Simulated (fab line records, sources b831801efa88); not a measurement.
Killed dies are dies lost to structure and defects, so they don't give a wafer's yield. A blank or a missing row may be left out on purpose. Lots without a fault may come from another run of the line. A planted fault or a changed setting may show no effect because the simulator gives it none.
Chamber matching | flow gf180mcu | GF_CONTACT_ETCH_16 on rie_diel-04: 4 sister chambers
The step etches BARC in N2/H2. 14 wafers are shown with their chamber, then 7 later ones without.

WAFERS WITH THEIR CHAMBER
wafer  | chamber | drypump_motor_current_A (A) | n2_flow_sccm (sccm) | throttle_valve_pct (%)
L733.1 | 0       | 6.4                         | 100.08              | 13.227
L733.3 | 3       | 5.6                         | 99.64               | 13.230
L733.5 | 0       | 6.3                         | 99.72               | 13.218
L736.3 | 0       | 6.4                         | 100.19              | 13.228
L736.4 | 0       | 6.4                         | 100.33              | 13.220
L736.6 | 3       | 5.6                         | 100.60              | 13.221
L742.3 | 2       | 5.7                         | 99.36               | 13.212
L742.4 | 0       | 6.3                         | 100.15              | 13.220
L742.5 | 1       | 5.7                         | 100.65              | 13.214
L748.1 | 0       | 6.4                         | 100.15              | 13.223
L748.3 | 3       | 5.6                         | 100.19              | 13.227
L748.6 | 1       | 5.7                         | 99.95               | 13.221
L749.1 | 0       | 6.3                         | 99.82               | 13.245
L749.2 | 3       | 5.6                         | 99.79               | 13.242

SIGNATURES (means of the wafers above)
reading                 | chamber 0 | chamber 1 | chamber 2 | chamber 3 | scatter within a chamber
drypump_motor_current_A | 6.357     | 5.700     | 5.700     | 5.600     | 0.0414
n2_flow_sccm            | 100.0629  | 100.3000  | 99.3600   | 100.0550  | 0.329
throttle_valve_pct      | 13.22586  | 13.21750  | 13.21200  | 13.23000  | 0.00877
Rule: a wafer's distance from a chamber is the root of the sum, over the readings, of the square of ((its reading less the chamber's mean) divided by the reading's scatter). The wafer belongs to the nearest chamber; if the next one is less than 2 further off, it can't be placed. The scatter: the root of (the sum of the squares of (reading less its chamber's mean) over the shown wafers, divided by (wafers less chambers)).

WAFERS WITHOUT THEIR CHAMBER
wafer  | drypump_motor_current_A (A) | n2_flow_sccm (sccm) | throttle_valve_pct (%)
L749.4 | 5.7                         | 100.09              | 13.225
L750.1 | 5.7                         | 99.67               | 13.212
L750.2 | 5.7                         | 99.95               | 13.238
L750.4 | 5.6                         | 100.39              | 13.226
L756.1 | 5.7                         | 99.98               | 13.217
L756.3 | 6.3                         | 99.70               | 13.228
L756.4 | 5.7                         | 100.45              | 13.219

WHICH CHAMBER EACH WENT THROUGH
wafer  | from the rows above          | in truth
L749.4 | can't be placed: 1 or 3 or 2 | 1
L750.1 | can't be placed: 2 or 1      | 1
L750.2 | can't be placed: 1 or 3 or 2 | 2
L750.4 | can't be placed: 3 or 1      | 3
L756.1 | can't be placed: 1 or 2 or 3 | 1
L756.3 | 0                            | 0
L756.4 | 1                            | 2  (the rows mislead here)
Placed correctly: 1 of 7. Can't be placed from these rows: 5 (the true chamber is among the candidates in 5). Placed wrongly: 1.
